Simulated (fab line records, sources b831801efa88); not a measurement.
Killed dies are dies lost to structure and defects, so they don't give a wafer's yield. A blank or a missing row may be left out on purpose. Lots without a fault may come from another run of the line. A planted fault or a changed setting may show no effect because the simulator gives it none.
fab line records | flow gf180mcu
record lots=5 wafers=15 last_day=34
route steps=602 shown STI@26 DNWELL@32 NWELL@42 LVPWELL@54 MVSD@66
lots that met no fault: from a run of the same line without faults
start_h: hours from the record's first day to the start of the lot's first wafer shown | wait_h: hours since the lot's step before | " the same as in the row above | L1.1+2: a row that stands for several wafers | - no value, or no start given | * or withheld: withheld | < > ~ a bound
route shown NAME@n: a module of which the file shows steps, and the number in the route of the first | usual: mean/standard deviation of fault-free wafers | same: alike in all rows | chamber/n: place in a boat | sites: the reading at each site | _std_site: their standard deviation | _edge_site: outer sites' mean less inner sites' | radius_mm: how far each site lies from the wafer's centre | mask NAME#n: copy n | behind: the tool/chamber that last shaped the wafer | hold: why the lot was held/for how many hours/how that ended | device: the transistor (n, p or np) that didn't switch | end of line: the same wafers' tests at the end of the route | a step without rows: its recipe alone | killed: dies lost to structure and defects at the first sort, not the wafer's yield | map: a wafer's dies, x killed, . not, _ none there
set.NAME: the setting as run; set.NAME@STEP: as run at that earlier step | model.NAME: the simulator's own value behind a step, which no gauge read
lots at some steps of the route; a table a step, a row a wafer
services: from which hour (start_h, from the record's first day; less than 0 if before it) a tool's chamber was out of use, for how many hours, and why
## steps
# step GF_STI_CMP_25
# recipe stop_on=Si3N4 t_overpolish_s=33 down_force_psi=4 platen_rpm=60 target_thk_nm=524.6 pad_velocity_m_s=0.94248
# usual motor_current_A=11.7/0.78 overpolish_run_s=33.000/0.0093 retaining_ring_pressure_frac=0.999/0.005 time_to_endpoint_s=127/3.4
# columns lot.wafer tool chamber start_h wait_h motor_current_A overpolish_run_s retaining_ring_pressure_frac time_to_endpoint_s
L082.4 cmp-01 2 68.99 0.1 12.5 32.999 1.012 127
L082.2 " 3 " " 11.1 32.990 0.997 128
L082.6 " 0 " " 11.0 33.008 0.998 129
L090.3 cmp-01 2 114.38 0.1 12.2 32.993 1.007 134
L090.2 " 3 " " 11.2 32.982 0.998 130
L090.6 " 2 " " 12.3 33.001 1.002 131
L092.4 cmp-01 2 125.08 0.1 12.5 33.000 0.993 129
L092.1 " 0 " " 11.0 33.011 0.991 126
L092.6 " 3 " " 10.8 32.988 0.994 121
L094.1 cmp-02 0 133.07 0.3 12.5 33.015 1.000 131
L094.3 " 2 " " 12.3 32.997 1.002 127
L094.5 " 0 " " 12.8 32.973 0.993 129
L095.1 cmp-02 1 135.32 0.2 12.9 33.006 1.000 130
L095.6 " 2 " " 12.2 33.003 0.997 130
L095.5 " 3 " " 10.5 33.022 0.997 129
# step GF_STI_WET_ETCH_26
# recipe chemistry=dHF target_depth_nm=94 target=SiO2 temp_c=25 dilution=10:1 time_s=188
# columns lot.wafer tool chamber start_h wait_h
L082.2+4+6 wet_bench-01 0 69.19 0.1
L090.2+3+6 wet_bench-03 1 114.63 0.1
L092.1+4+6 wet_bench-02 1 125.38 0.1
L094.1+3+5 wet_bench-02 3 133.32 0.2
L095.1+5+6 wet_bench-01 3 135.47 0.1
# step GF_STI_WET_ETCH_27
# recipe chemistry=H3PO4 target_depth_nm=160 target=Si3N4 temp_c=160 time_s=1825
# columns lot.wafer tool chamber start_h wait_h
L082.2+4+6 wet_bench-03 0 69.32 0.0
L090.2+3+6 wet_bench-02 3 114.69 0.0
L092.1+4+6 wet_bench-03 2 125.44 0.0
L094.1+3+5 wet_bench-03 1 133.38 0.0
L095.1+5+6 wet_bench-03 1 135.59 0.0
# step GF_STI_WET_ETCH_28
# recipe chemistry=dHF target_depth_nm=20 dry=ipa_marangoni target=SiO2 temp_c=25 dilution=10:1 time_s=40
# columns lot.wafer tool chamber start_h wait_h
L082.2+4+6 wet_bench-03 1 69.83 0.0
L090.2+3+6 wet_bench-03 2 115.21 0.0
L092.1+4+6 wet_bench-02 2 126.06 0.0
L094.1+3+5 wet_bench-02 3 133.94 0.0
L095.1+5+6 wet_bench-02 1 136.10 0.0
# step GF_STI_OXIDATION_29
# recipe temp_c=900 ambient=O2 stabilise_s=600 purge_s=300 target_thk_a=100 ox_time_s=1418
# usual ox_temp_c_max=904.1/1.2 spike_tc_lower_C=901.1/1
# columns lot.wafer tool chamber start_h wait_h ox_temp_c_max spike_tc_lower_C
L082.2 furnace-01 0 69.94 0.1 905.6 900.4
L082.4 " 0 " " 905.7 902.0
L082.6 " 0 " " 905.2 899.7
L090.2 furnace-01 0 115.91 0.7 904.8 900.8
L090.3 " 0 " " 906.4 902.1
L090.6 " 0 " " 905.0 901.4
L092.1 furnace-02 0 126.51 0.4 902.3 900.6
L092.4 " 0 " " 904.1 900.8
L092.6 " 0 " " 904.3 900.3
L094.1 furnace-02 0 133.96 0.0 903.4 901.4
L094.3 " 0 " " 903.9 900.1
L094.5 " 0 " " 903.4 901.1
L095.1 furnace-01 0 136.22 0.1 904.9 901.6
L095.5 " 0 " " 907.4 902.3
L095.6 " 0 " " 905.7 902.2
# step GF_STI_THK_MEAS_30
# recipe reads=SiO2_of_STI_OXIDATION_29
# usual STI_OXIDATION_02_THK=10.04/0.16
# columns lot.wafer tool chamber start_h wait_h STI_OXIDATION_02_THK[nm]
L082.2 film_metro-03 - 71.34 0.0 10.27
L082.4 " - " " 10.43
L082.6 " - " " 10.17
L090.2 film_metro-01 - 117.31 0.0 9.99
L090.3 " - " " 9.91
L090.6 " - " " 9.92
L092.1 film_metro-01 - 127.91 0.0 10.18
L092.4 " - " " 10.11
L092.6 " - " " 10.21
L094.1 film_metro-02 - 135.36 0.0 10.08
L094.3 " - " " 10.25
L094.5 " - " " 10.10
L095.1 film_metro-01 - 137.61 0.0 10.23
L095.5 " - " " 10.19
L095.6 " - " " 10.22
# step GF_DNWELL_DEHYDRATE_00
# recipe temp_c=200 time_s=60
# columns lot.wafer tool chamber start_h wait_h
L082.2+4+6 litho_track-02 0 78.03 6.7
L090.2+3+6 litho_track-01 0 123.78 6.5
L092.1+4+6 litho_track-01 0 134.35 6.4
L094.1+3+5 litho_track-01 0 143.05 7.7
L095.1+5+6 litho_track-03 0 145.13 7.5
# step GF_DNWELL_HMDS_01
# recipe prime_time_s=60 prime_temp_c=120
# columns lot.wafer tool chamber start_h wait_h
L082.2+4+6 litho_track-02 0 78.18 0.1
L090.2+3+6 litho_track-01 0 123.93 0.1
L092.1+4+6 litho_track-01 0 134.50 0.1
L094.1+3+5 litho_track-01 0 143.20 0.1
L095.1+5+6 litho_track-03 0 145.28 0.1
# step GF_DNWELL_COAT_02
# recipe spin_rpm=2000 resist_thk_nm=3000
# columns lot.wafer tool chamber start_h wait_h
L082.2+4+6 litho_track-02 0 78.33 0.1
L090.2+3+6 litho_track-01 0 124.08 0.1
L092.1+4+6 litho_track-01 0 134.65 0.1
L094.1+3+5 litho_track-01 0 143.35 0.1
L095.1+5+6 litho_track-03 0 145.43 0.1
# step GF_DNWELL_SOFTBAKE_03
# recipe temp_c=110 time_s=withheld
# columns lot.wafer tool chamber start_h wait_h
L082.2+4+6 litho_track-02 0 78.49 0.1
L090.2+3+6 litho_track-01 0 124.24 0.1
L092.1+4+6 litho_track-01 0 134.80 0.1
L094.1+3+5 litho_track-01 0 143.50 0.1
L095.1+5+6 litho_track-03 0 145.58 0.1
# step GF_DNWELL_EXPOSE_04
# recipe mask_id=DNWELL target_cd_nm=1700 na=0.6 source_shape=conventional sigma_outer=0.6 dose_mj=260
# columns lot.wafer tool chamber start_h wait_h mask
L082.2+4+6 iline_stepper-02 0 - - DNWELL#0
L090.2+3+6 iline_stepper-02 0 - - DNWELL#0
L092.1+4+6 iline_stepper-01 0 - - DNWELL#0
L094.1+3+5 iline_stepper-02 0 - - DNWELL#0
L095.1+5+6 iline_stepper-02 0 - - DNWELL#0
# step GF_DNWELL_PEB_05
# recipe temp_c=115 time_s=withheld
# columns lot.wafer tool chamber start_h wait_h
L082.2+4+6 litho_track-03 0 - -
L090.2+3+6 litho_track-03 0 - -
L092.1+4+6 litho_track-01 0 - -
L094.1+3+5 litho_track-02 0 - -
L095.1+5+6 litho_track-02 0 - -
# step GF_DNWELL_DEVELOP_06
# recipe wall_angle_deg=90 develop_time_s=60 dev_temp_c=23
# usual developer_temp_C=23.02/0.12
# columns lot.wafer tool chamber start_h wait_h developer_temp_C
L082.2 litho_track-03 0 - - 23.19
L082.4 " 0 " " 23.11
L082.6 " 0 " " 23.17
L090.2 litho_track-03 0 - - 22.87
L090.3 " 0 " " 23.20
L090.6 " 0 " " 23.09
L092.1 litho_track-01 0 - - 22.88
L092.4 " 0 " " 22.68
L092.6 " 0 " " 22.89
L094.1 litho_track-02 0 - - 23.19
L094.3 " 0 " " 23.10
L094.5 " 0 " " 23.16
L095.1 litho_track-02 0 - - 23.13
L095.5 " 0 " " 23.20
L095.6 " 0 " " 23.19
# step GF_DNWELL_IMPLANT_07
# recipe species=P energy_kev=1500 dose_cm2=1e+13 tilt_deg=0
# usual tilt_deg=-0.002/0.02
# columns lot.wafer tool chamber start_h wait_h tilt_deg
L082.2 implanter-02 0 85.25 - 0.006
L082.4 " 0 " " 0.007
L082.6 " 0 " " 0.009
L090.2 implanter-01 0 131.45 - 0.002
L090.3 " 0 " " 0.003
L090.6 " 0 " " -0.035
L092.1 implanter-02 0 143.05 - 0.008
L092.4 " 0 " " -0.017
L092.6 " 0 " " -0.019
L094.1 implanter-01 0 151.05 - 0.006
L094.3 " 0 " " -0.016
L094.5 " 0 " " 0.000
L095.1 implanter-02 0 152.95 - 0.030
L095.5 " 0 " " 0.024
L095.6 " 0 " " 0.067
# step GF_DNWELL_STRIP_08
# recipe chemistry=O2/N2 power_w=1400 pressure_mtorr=1500 platen_temp_c=251.6 o2_flow_sccm=3000 n2_flow_sccm=300 overash_fraction=0.5
# usual drypump_motor_current_A=5.7/0.43 heater_power_w=321/26 oes_product_au=0.737/0.0048 platen_temp_c=251.60/0.19 strip_time_to_endpoint_s=35.88/0.085
# columns lot.wafer tool chamber start_h wait_h drypump_motor_current_A heater_power_w oes_product_au platen_temp_c rf_hours_counter_h strip_time_to_endpoint_s
L082.2 plasma_asher-02 1 85.38 0.1 5.7 295 0.744 251.64 43 35.85
L082.4 " 1 " " 5.7 299 0.739 251.17 - 35.88
L082.6 " 0 " " 5.9 299 0.742 251.13 - 35.96
L090.2 plasma_asher-02 0 131.58 0.1 5.9 299 0.735 251.55 1 35.87
L090.3 " 1 " " 5.6 282 0.728 251.63 - 35.93
L090.6 " 0 " " 5.9 298 0.729 251.23 - 35.77
L092.1 plasma_asher-02 0 143.20 0.1 5.9 299 0.737 251.91 2 35.82
L092.4 " 0 " " 5.9 302 0.734 251.95 - 35.84
L092.6 " 0 " " 5.9 291 0.732 251.49 - 36.01
L094.1 plasma_asher-03 1 151.20 0.1 6.0 342 0.743 251.47 38 35.89
L094.3 " 0 " " 5.1 353 0.741 251.59 - 35.93
L094.5 " 1 " " 6.0 342 0.739 251.75 - 35.88
L095.1 plasma_asher-03 1 153.10 0.1 6.0 333 0.731 251.41 38 35.78
L095.5 " 1 " " 6.0 344 0.741 251.49 - 35.74
L095.6 " 0 " " 5.1 369 0.740 251.53 - 35.72
# step GF_DNWELL_TW_MEAS_09
# usual DNWELL_TW=1362/8.7
# columns lot.wafer tool chamber start_h wait_h DNWELL_TW
L082.2 film_metro-02 - 85.49 0.1 1371
L082.4 " - " " 1372
L082.6 " - " " 1359
L090.2 film_metro-02 - 131.69 0.1 1369
L090.3 " - " " 1370
L090.6 " - " " 1372
L092.1 film_metro-02 - 143.30 0.1 1357
L092.4 " - " " 1357
L092.6 " - " " 1353
L094.1 film_metro-02 - 151.30 0.1 1356
L094.3 " - " " 1369
L094.5 " - " " 1367
L095.1 film_metro-02 - 153.20 0.1 1368
L095.5 " - " " 1355
L095.6 " - " " 1365
# step GF_NWELL_DEHYDRATE_00
# recipe temp_c=200 time_s=60
# columns lot.wafer tool chamber start_h wait_h
L082.2+4+6 litho_track-02 0 91.98 6.5
L090.2+3+6 litho_track-04 0 138.70 7.0
L092.1+4+6 litho_track-03 0 149.88 6.6
L094.1+3+5 litho_track-02 0 158.90 7.6
L095.1+5+6 litho_track-04 0 160.62 7.4
# step GF_NWELL_HMDS_01
# recipe prime_time_s=60 prime_temp_c=120
# columns lot.wafer tool chamber start_h wait_h
L082.2+4+6 litho_track-02 0 92.13 0.1
L090.2+3+6 litho_track-04 0 138.85 0.1
L092.1+4+6 litho_track-03 0 150.03 0.1
L094.1+3+5 litho_track-02 0 159.05 0.1
L095.1+5+6 litho_track-04 0 160.77 0.1
# step GF_NWELL_COAT_02
# recipe spin_rpm=2000 resist_thk_nm=3000
# columns lot.wafer tool chamber start_h wait_h
L082.2+4+6 litho_track-02 0 92.28 0.1
L090.2+3+6 litho_track-04 0 139.00 0.1
L092.1+4+6 litho_track-03 0 150.18 0.1
L094.1+3+5 litho_track-02 0 159.20 0.1
L095.1+5+6 litho_track-04 0 160.92 0.1
# step GF_NWELL_SOFTBAKE_03
# recipe temp_c=110 time_s=withheld
# columns lot.wafer tool chamber start_h wait_h
L082.2+4+6 litho_track-02 0 92.44 0.1
L090.2+3+6 litho_track-04 0 139.15 0.1
L092.1+4+6 litho_track-03 0 150.33 0.1
L094.1+3+5 litho_track-02 0 159.35 0.1
L095.1+5+6 litho_track-04 0 161.07 0.1
# step GF_NWELL_EXPOSE_04
# recipe mask_id=Nwell target_cd_nm=860 na=0.6 source_shape=conventional sigma_outer=0.6 dose_mj=260
# columns lot.wafer tool chamber start_h wait_h mask
L082.2+4+6 iline_stepper-02 0 - - Nwell#0
L090.2+3+6 iline_stepper-01 0 - - Nwell#0
L092.1+4+6 iline_stepper-02 0 - - Nwell#0
L094.1+3+5 iline_stepper-01 0 - - Nwell#0
L095.1+5+6 iline_stepper-01 0 - - Nwell#0
# step GF_NWELL_PEB_05
# recipe temp_c=115 time_s=withheld
# columns lot.wafer tool chamber start_h wait_h
L082.2+4+6 litho_track-04 0 - -
L090.2+3+6 litho_track-03 0 - -
L092.1+4+6 litho_track-04 0 - -
L094.1+3+5 litho_track-03 0 - -
L095.1+5+6 litho_track-02 0 - -
# step GF_NWELL_DEVELOP_06
# recipe wall_angle_deg=90 develop_time_s=60 dev_temp_c=23
# usual developer_temp_C=23.00/0.097
# columns lot.wafer tool chamber start_h wait_h developer_temp_C
L082.2 litho_track-04 0 - - 23.02
L082.4 " 0 " " 23.01
L082.6 " 0 " " 23.11
L090.2 litho_track-03 0 - - 22.85
L090.3 " 0 " " 22.97
L090.6 " 0 " " 22.89
L092.1 litho_track-04 0 - - 23.04
L092.4 " 0 " " 22.87
L092.6 " 0 " " 23.08
L094.1 litho_track-03 0 - - 23.10
L094.3 " 0 " " 22.95
L094.5 " 0 " " 23.00
L095.1 litho_track-02 0 - - 23.05
L095.5 " 0 " " 23.07
L095.6 " 0 " " 22.99
# step GF_NWELL_OVL_MEAS_07
# usual NWELL_OVL=0.9/1.3
# columns lot.wafer tool chamber start_h wait_h NWELL_OVL[nm]
L082.2 overlay-01 - 99.28 - -0.3
L082.4 " - " " 0.2
L082.6 " - " " 0.5
L090.2 overlay-01 - 147.08 - 2.1
L090.3 " - " " 1.1
L090.6 " - " " 1.5
L092.1 overlay-01 - 158.37 - -0.6
L092.4 " - " " 0.3
L092.6 " - " " 0.5
L094.1 overlay-01 - 167.17 - -0.2
L094.3 " - " " -0.7
L094.5 " - " " 1.1
L095.1 overlay-01 - 169.00 - 1.6
L095.5 " - " " 0.9
L095.6 " - " " 0.7
# step GF_NWELL_IMPLANT_08
# recipe species=P energy_kev=450 dose_cm2=1.5e+13 tilt_deg=0
# usual tilt_deg=-0.006/0.018
# columns lot.wafer tool chamber start_h wait_h tilt_deg
L082.2 implanter-01 0 99.33 0.0 0.007
L082.4 " 0 " " -0.010
L082.6 " 0 " " 0.006
L090.2 implanter-01 0 147.14 0.0 -0.010
L090.3 " 0 " " -0.017
L090.6 " 0 " " -0.013
L092.1 implanter-03 0 158.41 0.0 0.041
L092.4 " 0 " " -0.010
L092.6 " 0 " " 0.045
L094.1 implanter-03 0 167.21 0.0 -0.024
L094.3 " 0 " " -0.019
L094.5 " 0 " " -0.014
L095.1 implanter-03 0 169.04 0.0 -0.016
L095.5 " 0 " " -0.017
L095.6 " 0 " " 0.006
# step GF_NWELL_IMPLANT_09
# recipe species=P energy_kev=160 dose_cm2=4e+12 tilt_deg=0
# usual tilt_deg=0.005/0.019
# columns lot.wafer tool chamber start_h wait_h tilt_deg
L082.2 implanter-01 0 99.48 0.1 0.005
L082.4 " 0 " " 0.013
L082.6 " 0 " " 0.002
L090.2 implanter-01 0 147.29 0.1 0.020
L090.3 " 0 " " 0.012
L090.6 " 0 " " 0.023
L092.1 implanter-03 0 158.56 0.1 0.031
L092.4 " 0 " " 0.019
L092.6 " 0 " " 0.017
L094.1 implanter-03 0 167.36 0.1 -0.004
L094.3 " 0 " " 0.004
L094.5 " 0 " " -0.002
L095.1 implanter-03 0 169.19 0.1 -0.001
L095.5 " 0 " " -0.001
L095.6 " 0 " " 0.016
# step GF_NWELL_STRIP_10
# recipe chemistry=O2/N2 power_w=1400 pressure_mtorr=1500 platen_temp_c=250 o2_flow_sccm=3000 n2_flow_sccm=300 overash_fraction=0.5
# usual drypump_motor_current_A=5.7/0.53 heater_power_w=332/20 oes_product_au=0.722/0.0046 platen_temp_c=250.01/0.16 strip_time_to_endpoint_s=36.95/0.11
# columns lot.wafer tool chamber start_h wait_h drypump_motor_current_A heater_power_w oes_product_au platen_temp_c rf_hours_counter_h strip_time_to_endpoint_s
L082.2 plasma_asher-03 0 99.61 0.1 5.1 357 0.720 249.82 32 36.99
L082.4 " 1 " " 6.0 336 0.725 249.88 - 36.84
L082.6 " 0 " " 5.1 353 0.723 249.95 - 36.90
L090.2 plasma_asher-04 0 147.41 0.1 6.7 308 0.724 250.04 49 37.00
L090.3 " 1 " " 5.5 294 0.729 249.80 - 36.95
L090.6 " 0 " " 6.7 311 0.718 250.02 - 37.07
L092.1 plasma_asher-03 0 158.71 0.1 5.1 349 0.720 250.38 39 36.78
L092.4 " 0 " " 5.1 354 0.728 250.08 - 36.84
L092.6 " 0 " " 5.1 359 0.722 249.86 - 36.74
L094.1 plasma_asher-03 1 167.51 0.1 6.0 338 0.715 250.18 40 36.99
L094.3 " 0 " " 5.1 356 0.728 249.95 - 36.88
L094.5 " 1 " " 6.0 328 0.725 250.12 - 37.01
L095.1 plasma_asher-01 1 169.34 0.1 5.2 351 0.730 249.81 52 37.04
L095.5 " 0 " " 5.8 329 0.720 250.01 - 37.04
L095.6 " 1 " " 5.2 349 0.719 249.77 - 37.01
# step GF_NWELL_TW_MEAS_11
# usual NWELL_TW=1584/20
# columns lot.wafer tool chamber start_h wait_h NWELL_TW
L082.2 film_metro-01 - 99.72 0.1 1553
L082.4 " - " " 1554
L082.6 " - " " 1554
L090.2 film_metro-04 - 147.52 0.1 1581
L090.3 " - " " 1586
L090.6 " - " " 1594
L092.1 film_metro-04 - 158.81 0.1 1596
L092.4 " - " " 1581
L092.6 " - " " 1585
L094.1 film_metro-03 - 167.61 0.1 1613
L094.3 " - " " 1614
L094.5 " - " " 1607
L095.1 film_metro-04 - 169.44 0.1 1582
L095.5 " - " " 1593
L095.6 " - " " 1586
# step GF_LVPWELL_DEHYDRATE_00
# recipe temp_c=200 time_s=60
# columns lot.wafer tool chamber start_h wait_h
L082.2+4+6 litho_track-01 0 105.78 6.1
L090.2+3+6 litho_track-01 0 154.43 6.9
L092.1+4+6 litho_track-02 0 166.05 7.2
L094.1+3+5 litho_track-04 0 175.17 7.5
L095.1+5+6 litho_track-02 0 177.20 7.8
# step GF_LVPWELL_HMDS_01
# recipe prime_time_s=60 prime_temp_c=120
# columns lot.wafer tool chamber start_h wait_h
L082.2+4+6 litho_track-01 0 105.93 0.1
L090.2+3+6 litho_track-01 0 154.58 0.1
L092.1+4+6 litho_track-02 0 166.20 0.1
L094.1+3+5 litho_track-04 0 175.32 0.1
L095.1+5+6 litho_track-02 0 177.35 0.1
# step GF_LVPWELL_COAT_02
# recipe spin_rpm=2000 resist_thk_nm=3000
# columns lot.wafer tool chamber start_h wait_h
L082.2+4+6 litho_track-01 0 106.08 0.1
L090.2+3+6 litho_track-01 0 154.73 0.1
L092.1+4+6 litho_track-02 0 166.35 0.1
L094.1+3+5 litho_track-04 0 175.47 0.1
L095.1+5+6 litho_track-02 0 177.50 0.1
# step GF_LVPWELL_SOFTBAKE_03
# recipe temp_c=110 time_s=withheld
# columns lot.wafer tool chamber start_h wait_h
L082.2+4+6 litho_track-01 0 106.24 0.1
L090.2+3+6 litho_track-01 0 154.89 0.1
L092.1+4+6 litho_track-02 0 166.50 0.1
L094.1+3+5 litho_track-04 0 175.62 0.1
L095.1+5+6 litho_track-02 0 177.65 0.1
# step GF_LVPWELL_EXPOSE_04
# recipe mask_id=LVPWELL target_cd_nm=600 na=0.6 source_shape=conventional sigma_outer=0.6 dose_mj=260
# columns lot.wafer tool chamber start_h wait_h mask
L082.2+4+6 iline_stepper-02 0 - - LVPWELL#0
L090.2+3+6 iline_stepper-02 0 - - LVPWELL#0
L092.1+4+6 iline_stepper-01 0 - - LVPWELL#0
L094.1+3+5 iline_stepper-02 0 - - LVPWELL#0
L095.1+5+6 iline_stepper-02 0 - - LVPWELL#0
# step GF_LVPWELL_PEB_05
# recipe temp_c=115 time_s=withheld
# columns lot.wafer tool chamber start_h wait_h
L082.2+4+6 litho_track-01 0 - -
L090.2+3+6 litho_track-04 0 - -
L092.1+4+6 litho_track-02 0 - -
L094.1+3+5 litho_track-02 0 - -
L095.1+5+6 litho_track-01 0 - -
# step GF_LVPWELL_DEVELOP_06
# recipe wall_angle_deg=90 develop_time_s=60 dev_temp_c=23
# usual developer_temp_C=23.00/0.12
# columns lot.wafer tool chamber start_h wait_h developer_temp_C
L082.2 litho_track-01 0 - - 23.04
L082.4 " 0 " " 23.18
L082.6 " 0 " " 23.22
L090.2 litho_track-04 0 - - 23.00
L090.3 " 0 " " 23.08
L090.6 " 0 " " 22.99
L092.1 litho_track-02 0 - - 23.05
L092.4 " 0 " " 22.95
L092.6 " 0 " " 22.82
L094.1 litho_track-02 0 - - 23.00
L094.3 " 0 " " 23.12
L094.5 " 0 " " 23.14
L095.1 litho_track-01 0 - - 22.84
L095.5 " 0 " " 23.02
L095.6 " 0 " " 22.94
# step GF_LVPWELL_OVL_MEAS_07
# usual LVPWELL_OVL=0.9/1.6
# columns lot.wafer tool chamber start_h wait_h LVPWELL_OVL[nm]
L082.2 overlay-02 - 112.56 - -0.1
L082.4 " - " " 0.5
L082.6 " - " " -0.6
L090.2 overlay-02 - 163.18 - 1.6
L090.3 " - " " -0.7
L090.6 " - " " 0.5
L092.1 overlay-02 - 175.10 - 0.1
L092.4 " - " " 1.6
L092.6 " - " " 1.9
L094.1 overlay-02 - 183.85 - -0.2
L094.3 " - " " 0.2
L094.5 " - " " -1.2
L095.1 overlay-02 - 185.25 - -2.2
L095.5 " - " " -1.0
L095.6 " - " " -2.1
# step GF_LVPWELL_IMPLANT_08
# recipe species=B energy_kev=170 dose_cm2=1.5e+13 tilt_deg=0
# usual tilt_deg=-0.002/0.019
# columns lot.wafer tool chamber start_h wait_h tilt_deg
L082.2 implanter-03 0 112.62 0.0 0.017
L082.4 " 0 " " -0.014
L082.6 " 0 " " 0.028
L090.2 implanter-03 0 163.23 0.0 0.021
L090.3 " 0 " " 0.008
L090.6 " 0 " " 0.012
L092.1 implanter-01 0 175.14 0.0 -0.015
L092.4 " 0 " " 0.009
L092.6 " 0 " " 0.000
L094.1 implanter-03 0 183.89 0.0 0.009
L094.3 " 0 " " 0.001
L094.5 " 0 " " -0.039
L095.1 implanter-03 0 185.29 0.0 -0.024
L095.5 " 0 " " 0.023
L095.6 " 0 " " 0.022
# step GF_LVPWELL_IMPLANT_09
# recipe species=B energy_kev=60 dose_cm2=5e+12 tilt_deg=0
# usual tilt_deg=-0.004/0.02
# columns lot.wafer tool chamber start_h wait_h tilt_deg
L082.2 implanter-03 0 112.77 0.1 -0.004
L082.4 " 0 " " -0.027
L082.6 " 0 " " -0.026
L090.2 implanter-03 0 163.38 0.1 -0.006
L090.3 " 0 " " -0.008
L090.6 " 0 " " -0.020
L092.1 implanter-01 0 175.29 0.1 -0.020
L092.4 " 0 " " 0.015
L092.6 " 0 " " -0.008
L094.1 implanter-03 0 184.04 0.1 0.009
L094.3 " 0 " " 0.011
L094.5 " 0 " " 0.002
L095.1 implanter-03 0 185.44 0.1 0.022
L095.5 " 0 " " -0.022
L095.6 " 0 " " 0.004
# step GF_LVPWELL_STRIP_10
# recipe chemistry=O2/N2 power_w=1400 pressure_mtorr=1500 platen_temp_c=250 o2_flow_sccm=3000 n2_flow_sccm=300 overash_fraction=0.5
# usual drypump_motor_current_A=5.7/0.39 heater_power_w=317/27 oes_product_au=0.723/0.0047 platen_temp_c=250.03/0.16 strip_time_to_endpoint_s=36.96/0.1
# columns lot.wafer tool chamber start_h wait_h drypump_motor_current_A heater_power_w oes_product_au platen_temp_c rf_hours_counter_h strip_time_to_endpoint_s
L082.2 plasma_asher-01 1 112.89 0.1 5.2 348 0.719 249.99 46 37.01
L082.4 " 1 " " 5.2 349 0.728 249.96 - 37.19
L082.6 " 0 " " 5.8 338 0.721 250.23 - 37.24
L090.2 plasma_asher-02 1 163.51 0.1 5.7 285 0.722 249.88 4 36.99
L090.3 " 1 " " 5.6 277 0.721 249.89 - 36.95
L090.6 " 0 " " 5.9 287 0.714 249.81 - 36.91
L092.1 plasma_asher-01 0 175.44 0.1 5.8 339 0.728 250.07 52 36.99
L092.4 " 1 " " 5.2 345 0.725 250.10 - 37.03
L092.6 " 0 " " 5.7 340 0.717 249.87 - 37.01
L094.1 plasma_asher-01 0 184.19 0.1 5.8 341 0.720 249.79 53 37.04
L094.3 " 0 " " 5.8 346 0.711 250.12 - 37.02
L094.5 " 1 " " 5.2 348 0.716 249.89 - 37.02
L095.1 plasma_asher-04 1 185.59 0.1 5.5 295 0.723 250.15 53 36.98
L095.5 " 1 " " 5.5 290 0.724 250.23 - 37.02
L095.6 " 0 " " 6.7 310 0.726 250.05 - 36.93
# step GF_LVPWELL_TW_MEAS_11
# usual LVPWELL_TW=563/7.3
# columns lot.wafer tool chamber start_h wait_h LVPWELL_TW
L082.2 film_metro-04 - 113.00 0.1 560
L082.4 " - " " 564
L082.6 " - " " 564
L090.2 film_metro-03 - 163.62 0.1 572
L090.3 " - " " 570
L090.6 " - " " 571
L092.1 film_metro-04 - 175.54 0.1 563
L092.4 " - " " 567
L092.6 " - " " 567
L094.1 film_metro-01 - 184.29 0.1 556
L094.3 " - " " 554
L094.5 " - " " 553
L095.1 film_metro-01 - 185.69 0.1 555
L095.5 " - " " 555
L095.6 " - " " 554
# step GF_MVSD_DEHYDRATE_00
# recipe temp_c=200 time_s=60
# columns lot.wafer tool chamber start_h wait_h
L082.2+4+6 litho_track-03 0 119.65 6.6
L090.2+3+6 litho_track-01 0 170.38 6.8
L092.1+4+6 litho_track-04 0 182.77 7.2
L094.1+3+5 litho_track-04 0 192.52 8.2
L095.1+5+6 litho_track-01 0 193.95 8.3
# step GF_MVSD_HMDS_01
# recipe prime_time_s=60 prime_temp_c=120
# columns lot.wafer tool chamber start_h wait_h
L082.2+4+6 litho_track-03 0 119.80 0.1
L090.2+3+6 litho_track-01 0 170.53 0.1
L092.1+4+6 litho_track-04 0 182.92 0.1
L094.1+3+5 litho_track-04 0 192.67 0.1
L095.1+5+6 litho_track-01 0 194.10 0.1
# step GF_MVSD_COAT_02
# recipe spin_rpm=2000 resist_thk_nm=3000
# columns lot.wafer tool chamber start_h wait_h
L082.2+4+6 litho_track-03 0 119.95 0.1
L090.2+3+6 litho_track-01 0 170.68 0.1
L092.1+4+6 litho_track-04 0 183.07 0.1
L094.1+3+5 litho_track-04 0 192.82 0.1
L095.1+5+6 litho_track-01 0 194.25 0.1
# step GF_MVSD_SOFTBAKE_03
# recipe temp_c=110 time_s=withheld
# columns lot.wafer tool chamber start_h wait_h
L082.2+4+6 litho_track-03 0 120.11 0.1
L090.2+3+6 litho_track-01 0 170.84 0.1
L092.1+4+6 litho_track-04 0 183.22 0.1
L094.1+3+5 litho_track-04 0 192.97 0.1
L095.1+5+6 litho_track-01 0 194.40 0.1
# step GF_MVSD_EXPOSE_04
# recipe mask_id=MVSD target_cd_nm=1000 na=0.6 source_shape=conventional sigma_outer=0.6 dose_mj=255.1
# columns lot.wafer tool chamber start_h wait_h mask
L082.2+4+6 iline_stepper-02 0 - - MVSD#0
L090.2+3+6 iline_stepper-02 0 - - MVSD#0
L092.1+4+6 iline_stepper-02 0 - - MVSD#0
L094.1+3+5 iline_stepper-01 0 - - MVSD#0
L095.1+5+6 iline_stepper-01 0 - - MVSD#0
# step GF_MVSD_PEB_05
# recipe temp_c=115 time_s=withheld
# columns lot.wafer tool chamber start_h wait_h
L082.2+4+6 litho_track-01 0 - -
L090.2+3+6 litho_track-04 0 - -
L092.1+4+6 litho_track-04 0 - -
L094.1+3+5 litho_track-01 0 - -
L095.1+5+6 litho_track-04 0 - -
## services
# columns tool chamber start_h hours kind
plasma_asher-01 - 52.07 1.4 repair
cmp-02 - 54.12 1.4 repair
implanter-02 - 61.05 5.5 repair
cmp-01 - 64.27 4.0 pm
implanter-03 - 77.81 10.5 repair
iline_stepper-02 - 79.17 5.8 repair
plasma_asher-04 - 86.67 2.8 pm
implanter-01 - 88.31 5.3 pm
furnace-02 - 89.05 3.6 pm
cmp-01 - 90.19 6.6 pm
furnace-01 - 93.61 5.5 pm
plasma_asher-04 - 98.50 6.0 repair
plasma_asher-02 - 108.75 9.0 pm
iline_stepper-02 - 111.91 1.7 pm
cmp-02 - 113.88 12.2 repair
iline_stepper-01 - 120.07 8.9 pm
implanter-01 - 128.82 2.2 repair
cmp-01 - 129.83 0.9 repair
cmp-01 - 132.64 4.6 repair
cmp-02 - 143.33 8.4 pm
cmp-02 - 161.14 2.3 repair
cmp-01 - 174.61 0.4 repair
iline_stepper-01 - 175.86 2.1 pm
implanter-02 - 182.37 4.0 repair
## key
fault none
